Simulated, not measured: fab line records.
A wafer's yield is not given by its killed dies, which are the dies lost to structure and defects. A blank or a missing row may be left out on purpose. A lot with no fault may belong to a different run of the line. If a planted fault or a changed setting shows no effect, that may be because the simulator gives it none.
fab line records | flow sky130
[record] lots = 5 | wafers = 15 | last-day = 50
route steps=708 shown PWDE@84 VT_ADJUST_HVTP@85 VT_ADJUST_LVTN@97
lots with no fault: from the same line, run without faults
start-h: hours from the record's opening day to when the first of the lot's shown wafers began | wait-h: how many hours have passed since the lot's step before this one | " the same as in the row above | L1.1+2: several wafers, shown together as one row | - no value present, or no start provided | * or withheld: withheld | < > ~ a bound
route shown NAME@n: names a module that has steps shown in the file, with the first one's number in the route | usual: mean/standard deviation taken from wafers without a fault | same: alike in all rows | chamber/n: place in a boat | sites: readings site by site | _std_site: their standard deviation | _edge_site: mean of outer sites minus mean of inner sites | radius-mm: how far each site lies from the wafer's centre | mask NAME#n: copy n | behind: the tool/chamber that last shaped the wafer | hold: reason for holding the lot/hours on hold/outcome of the hold | device: names the non-switching transistor (n, p or np) | end of line: at the end of the route, the tests of the same wafers | step lacking rows: just its recipe | killed: count of dies lost to structure and defects at first sort (not the wafer's yield) | map: shows each die of a wafer: x if killed, . if not, _ if none is there
set.NAME: the setting the step ran with; set.NAME@STEP: the setting that earlier step ran with | model.NAME: the simulator's own value behind a step, which no gauge read
certain route steps with their lots: each step a table, each wafer a row
services: from which hour (start-h, from the record's first day; less than 0 if before it) a tool's chamber was out of use, for how many hours, and why
[[steps]]
[step SKY_NWELL_RS_MEAS_31]
[recipe] thk-meas-gauge = four-point-probe
[usual] PWDE_RS = 5276/16
lot.wafer | tool          | chamber | start-h | wait-h | PWDE_RS[ohm/sq]
L831.4    | film-metro-02 | -       | 148.64  | 0.1    | 5228
L831.5    | "             | -       | "       | "      | 5244
L831.6    | "             | -       | "       | "      | 5242
L834.1    | film-metro-03 | -       | 162.12  | 0.1    | 5287
L834.2    | "             | -       | "       | "      | 5265
L834.5    | "             | -       | "       | "      | 5260
L844.4    | film-metro-02 | -       | 224.08  | 0.1    | 5273
L844.5    | "             | -       | "       | "      | 5278
L844.6    | "             | -       | "       | "      | 5292
L845.1    | film-metro-03 | -       | 226.40  | 0.1    | 5283
L845.2    | "             | -       | "       | "      | 5268
L845.6    | "             | -       | "       | "      | 5259
L847.2    | film-metro-03 | -       | 242.54  | 0.1    | 5257
L847.4    | "             | -       | "       | "      | 5271
L847.5    | "             | -       | "       | "      | 5264
[step SKY_VT_ADJUST_HVTP_DEHYDRATE_00]
[recipe] temp-c = 200 | time-s = 60
[step SKY_VT_ADJUST_HVTP_HMDS_01]
[recipe] prime-time-s = 60 | prime-temp-c = 120
[step SKY_VT_ADJUST_HVTP_COAT_02]
[recipe] resist = NOVOLAK | spin-rpm = 3000 | resist-thk-nm = 1140
[step SKY_VT_ADJUST_HVTP_SOFTBAKE_03]
[recipe] temp-c = 90 | time-s = 60 | resist = NOVOLAK
[step SKY_VT_ADJUST_HVTP_EXPOSE_04]
[recipe] mask-id = HVTPM | na = 0.6 | source-shape = conventional | sigma-outer = 0.6 | polarization = unpolarized | target-cd-nm = 380 | dose-mj = 140
[step SKY_VT_ADJUST_HVTP_PEB_05]
[recipe] temp-c = withheld | time-s = * | resist = NOVOLAK
[step SKY_VT_ADJUST_HVTP_DEVELOP_06]
[recipe] resist = NOVOLAK | developer = TMAH | develop-time-s = 60 | dev-temp-c = 23
[step SKY_VT_ADJUST_HVTP_CD_MEAS_07]
[recipe] target-cd-nm = 380
[usual] cd-nm = 380.3/2.7
lot.wafer | tool      | chamber | start-h | wait-h | cd-nm
L831.4    | cd-sem-02 | -       | 167.64  | 0.1    | 377.6
L831.5    | "         | -       | "       | "      | 381.1
L831.6    | "         | -       | "       | "      | 377.6
L834.1    | cd-sem-01 | -       | 181.92  | 0.1    | 382.9
L834.2    | "         | -       | "       | "      | 379.5
L834.5    | "         | -       | "       | "      | 382.8
L844.4    | cd-sem-01 | -       | 247.03  | 0.1    | 378.4
L844.5    | "         | -       | "       | "      | 375.5
L844.6    | "         | -       | "       | "      | 372.8
L845.1    | cd-sem-01 | -       | 249.13  | 0.1    | 380.3
L845.2    | "         | -       | "       | "      | 379.7
L845.6    | "         | -       | "       | "      | 376.6
L847.2    | cd-sem-01 | -       | 266.09  | 0.1    | 376.4
L847.4    | "         | -       | "       | "      | 377.0
L847.5    | "         | -       | "       | "      | 376.3
[step SKY_VT_ADJUST_HVTP_OVL_MEAS_08]
[usual] VT_ADJUST_HVTP_OVL = 1.4/1.2
lot.wafer | tool       | chamber | start-h | wait-h | VT_ADJUST_HVTP_OVL[nm]
L831.4    | overlay-01 | -       | 167.72  | 0.1    | 1.4
L831.5    | "          | -       | "       | "      | 0.8
L831.6    | "          | -       | "       | "      | 1.9
L834.1    | overlay-02 | -       | 182.04  | 0.1    | 0.8
L834.2    | "          | -       | "       | "      | 0.9
L834.5    | "          | -       | "       | "      | 1.6
L844.4    | overlay-01 | -       | 247.11  | 0.1    | 2.6
L844.5    | "          | -       | "       | "      | 1.4
L844.6    | "          | -       | "       | "      | 1.6
L845.1    | overlay-01 | -       | 249.25  | 0.1    | 2.5
L845.2    | "          | -       | "       | "      | 3.1
L845.6    | "          | -       | "       | "      | 3.6
L847.2    | overlay-01 | -       | 266.19  | 0.1    | 0.1
L847.4    | "          | -       | "       | "      | 0.7
L847.5    | "          | -       | "       | "      | -1.8
[step SKY_VT_ADJUST_HVTP_IMPLANT_09]
[recipe] species = As | energy-kev = 150 | dose-cm2 = 4.3e+12 | tilt-deg = withheld
[step SKY_VT_ADJUST_HVTP_STRIP_10]
[recipe] chemistry = O2/N2 | power-w = 1400 | pressure-mtorr = 1500 | platen-temp-c = withheld | o2-flow-sccm = 3000 | n2-flow-sccm = 300 | overash-fraction = 0.5
[usual] drypump-motor-current-A = 5.5/0.39 | oes-product-au = 0.716/0.0046 | strip-time-to-endpoint-s = 14.18/0.036
lot.wafer | tool            | chamber | start-h | wait-h | drypump-motor-current-A | oes-product-au | rf-hours-counter-h | strip-time-to-endpoint-s | model.NOVOLAK_of_VT_ADJUST_HVTP_COAT_02.thk-nm
L831.4    | plasma-asher-03 | 1       | 167.92  | 0.1    | 5.4                     | 0.715          | -                  | 14.21                    | 0
L831.5    | "               | 1       | "       | "      | 5.4                     | 0.712          | -                  | 14.16                    | 0
L831.6    | "               | 0       | "       | "      | 6.5                     | 0.721          | -                  | 14.12                    | 0
L834.1    | plasma-asher-04 | 1       | 182.23  | 0.1    | 5.3                     | 0.943          | 50                 | -                        | 362.9
L834.2    | "               | 0       | "       | "      | 5.3                     | 0.943          | 50                 | -                        | 362.7
L834.5    | "               | 0       | "       | "      | 5.3                     | 0.944          | -                  | -                        | 361.8
L844.4    | plasma-asher-04 | 0       | 247.31  | 0.1    | 5.3                     | 0.715          | -                  | 14.19                    | 0
L844.5    | "               | 1       | "       | "      | 5.3                     | 0.720          | -                  | 14.21                    | 0
L844.6    | "               | 0       | "       | "      | 5.3                     | 0.709          | -                  | 14.19                    | 0
L845.1    | plasma-asher-02 | 0       | 249.44  | 0.1    | 5.5                     | 0.715          | 57                 | 14.16                    | 0
L845.2    | "               | 1       | "       | "      | 5.4                     | 0.714          | 57                 | 14.11                    | 0
L845.6    | "               | 1       | "       | "      | 5.4                     | 0.720          | -                  | 14.13                    | 0
L847.2    | plasma-asher-04 | 1       | 266.37  | 0.1    | 5.3                     | 0.714          | 58                 | 14.15                    | 0
L847.4    | "               | 1       | "       | "      | 5.3                     | 0.716          | -                  | 14.15                    | 0
L847.5    | "               | 1       | "       | "      | 5.3                     | 0.714          | -                  | 14.18                    | 0
[step SKY_VT_ADJUST_HVTP_TW_MEAS_11]
[usual] VT_ADJUST_HVTP_TW = 1352/12
lot.wafer | tool          | chamber | start-h | wait-h | VT_ADJUST_HVTP_TW
L831.4    | film-metro-03 | -       | 168.02  | 0.1    | 1360
L831.5    | "             | -       | "       | "      | 1366
L831.6    | "             | -       | "       | "      | 1363
L834.1    | film-metro-04 | -       | 182.33  | 0.1    | 1342
L834.2    | "             | -       | "       | "      | 1342
L834.5    | "             | -       | "       | "      | 1337
L844.4    | film-metro-04 | -       | 247.40  | 0.1    | 1342
L844.5    | "             | -       | "       | "      | 1343
L844.6    | "             | -       | "       | "      | 1348
L845.1    | film-metro-02 | -       | 249.54  | 0.1    | 1341
L845.2    | "             | -       | "       | "      | 1347
L845.6    | "             | -       | "       | "      | 1344
L847.2    | film-metro-03 | -       | 266.48  | 0.1    | 1361
L847.4    | "             | -       | "       | "      | 1364
L847.5    | "             | -       | "       | "      | 1367
[step SKY_VT_ADJUST_LVTN_DEHYDRATE_00]
[recipe] temp-c = 200 | time-s = 60
[step SKY_VT_ADJUST_LVTN_HMDS_01]
[recipe] prime-time-s = 60 | prime-temp-c = 120
[step SKY_VT_ADJUST_LVTN_COAT_02]
[recipe] spin-rpm = 2000 | resist-thk-nm = 3000
[step SKY_VT_ADJUST_LVTN_SOFTBAKE_03]
[recipe] temp-c = 110 | time-s = withheld
[step SKY_VT_ADJUST_LVTN_EXPOSE_04]
[recipe] mask-id = NWM_COMPLEMENT_LESS_NATIVE | na = 0.6 | source-shape = conventional | sigma-outer = 0.6 | polarization = unpolarized | target-cd-nm = 840 | dose-mj = 194
[step SKY_VT_ADJUST_LVTN_PEB_05]
[recipe] temp-c = 115 | time-s = withheld
[step SKY_VT_ADJUST_LVTN_DEVELOP_06]
[recipe] wall-angle-deg = 90 | developer = TMAH | develop-time-s = 60 | dev-temp-c = 23
[step SKY_VT_ADJUST_LVTN_OVL_MEAS_07]
[usual] VT_ADJUST_LVTN_OVL = -0.2/1.3
lot.wafer | tool       | chamber | start-h | wait-h | VT_ADJUST_LVTN_OVL[nm]
L831.4    | overlay-02 | -       | 191.02  | -      | 0.9
L831.5    | "          | -       | "       | "      | 0.1
L831.6    | "          | -       | "       | "      | -1.0
L834.1    | overlay-01 | -       | 204.37  | -      | 1.8
L834.2    | "          | -       | "       | "      | 2.5
L834.5    | "          | -       | "       | "      | 1.4
L844.4    | overlay-01 | -       | 271.38  | -      | 0.9
L844.5    | "          | -       | "       | "      | 1.6
L844.6    | "          | -       | "       | "      | -0.2
L845.1    | overlay-01 | -       | 273.67  | -      | -0.5
L845.2    | "          | -       | "       | "      | -0.8
L845.6    | "          | -       | "       | "      | -0.8
L847.2    | overlay-02 | -       | 291.72  | -      | 0.0
L847.4    | "          | -       | "       | "      | -1.0
L847.5    | "          | -       | "       | "      | -1.7
[step SKY_VT_ADJUST_LVTN_IMPLANT_08]
[recipe] species = B | energy-kev = 30 | dose-cm2 = 1.57e+12 | tilt-deg = withheld
[step SKY_VT_ADJUST_LVTN_STRIP_09]
[recipe] chemistry = O2/N2 | power-w = 1400 | pressure-mtorr = 1500 | platen-temp-c = withheld | o2-flow-sccm = 3000 | n2-flow-sccm = 300 | overash-fraction = 0.5
[usual] drypump-motor-current-A = 5.7/0.48 | oes-product-au = 0.723/0.0048 | strip-time-to-endpoint-s = 36.91/0.13
lot.wafer | tool            | chamber | start-h | wait-h | drypump-motor-current-A | oes-product-au | rf-hours-counter-h | strip-time-to-endpoint-s
L831.4    | plasma-asher-01 | 1       | 191.22  | 0.1    | 5.4                     | 0.724          | -                  | 36.78
L831.5    | "               | 0       | "       | "      | 6.6                     | 0.719          | -                  | 36.81
L831.6    | "               | 1       | "       | "      | 5.4                     | 0.728          | -                  | 36.76
L834.1    | plasma-asher-02 | 1       | 204.55  | 0.1    | 5.4                     | 0.730          | 53                 | 42.26
L834.2    | "               | 0       | "       | "      | 5.5                     | 0.723          | 53                 | 42.29
L834.5    | "               | 0       | "       | "      | 5.5                     | 0.728          | -                  | 42.15
L844.4    | plasma-asher-03 | 0       | 271.58  | 0.1    | 6.4                     | 0.715          | -                  | 37.20
L844.5    | "               | 0       | "       | "      | 6.4                     | 0.723          | -                  | 37.12
L844.6    | "               | 1       | "       | "      | 5.3                     | 0.723          | -                  | 37.17
L845.1    | plasma-asher-01 | 1       | 273.85  | 0.1    | 5.4                     | 0.718          | 15                 | 37.15
L845.2    | "               | 0       | "       | "      | 6.5                     | 0.733          | 15                 | 37.12
L845.6    | "               | 1       | "       | "      | 5.4                     | 0.728          | -                  | 37.20
L847.2    | plasma-asher-02 | 1       | 291.90  | 0.1    | 5.4                     | 0.721          | 60                 | 36.99
L847.4    | "               | 1       | "       | "      | 5.4                     | 0.719          | -                  | 36.98
L847.5    | "               | 0       | "       | "      | 5.5                     | 0.718          | -                  | 36.96
[step SKY_VT_ADJUST_LVTN_TW_MEAS_10]
[usual] VT_ADJUST_LVTN_TW = 241.7/1.7
lot.wafer | tool          | chamber | start-h | wait-h | VT_ADJUST_LVTN_TW
L831.4    | film-metro-01 | -       | 191.32  | 0.1    | 242.3
L831.5    | "             | -       | "       | "      | 243.1
L831.6    | "             | -       | "       | "      | 241.6
L834.1    | film-metro-01 | -       | 204.65  | 0.1    | 30.0
L834.2    | "             | -       | "       | "      | 30.1
L834.5    | "             | -       | "       | "      | 30.0
L844.4    | film-metro-01 | -       | 271.68  | 0.1    | 242.6
L844.5    | "             | -       | "       | "      | 241.6
L844.6    | "             | -       | "       | "      | 242.5
L845.1    | film-metro-01 | -       | 273.95  | 0.1    | 242.8
L845.2    | "             | -       | "       | "      | 241.2
L845.6    | "             | -       | "       | "      | 242.7
L847.2    | film-metro-04 | -       | 292.01  | 0.1    | 242.7
L847.4    | "             | -       | "       | "      | 242.3
L847.5    | "             | -       | "       | "      | 240.0
[step SKY_VT_ADJUST_LVTN_DEHYDRATE_11]
[recipe] temp-c = 200 | time-s = 60
[[services]]
tool            | chamber | start-h | hours | kind
plasma-asher-03 | -       | 181.63  | 1.3   | repair
plasma-asher-01 | -       | 184.97  | 2.3   | repair
plasma-asher-01 | -       | 246.70  | 2.5   | repair
[[key]]
[first-sign] step = SKY_VT_ADJUST_HVTP_STRIP_10 | reading = oes-product-au | direction = up | sigmas = 49 | usual = 0.716 | struck = 0.943
[effect] step = SKY_VT_ADJUST_LVTN_STRIP_09 | reading = strip-time-to-endpoint-s | direction = up | sigmas = 42 | usual = * | struck = *
[effect] step = SKY_VT_ADJUST_LVTN_TW_MEAS_10 | reading = VT_ADJUST_LVTN_TW | direction = down | sigmas = 99+ | usual = 241.7 | struck = 30.0
[model-effect] step = SKY_VT_ADJUST_HVTP_STRIP_10 | value = NOVOLAK_of_VT_ADJUST_HVTP_COAT_02.thk-nm | without = 0 | struck = 362.5
met-at SKY_VT_ADJUST_HVTP_STRIP_10
struck-wafers L834.1,L834.2,L834.5
sort-left-out L834.1,L834.2,L834.5
tester-left-out L834
[fault] kind = strip-aborted | tool = plasma-asher-04 | chamber = - | onset-h = 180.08 | steps = SKY_VT_ADJUST_HVTP_STRIP_10 | offset = 0.59162 | end-h = 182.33
// tester-left-out: of these lots the tester's yield and bins aren't shown, on N5 and GAA mostly nor the transistor test; their killed dies are dies lost to structure and defects alone, not to doping, threshold or leakage, so they don't give the yield
// sort-left-out: the simulated sort isn't trusted on such a fault, so these wafers' sort isn't shown, and their yield isn't known
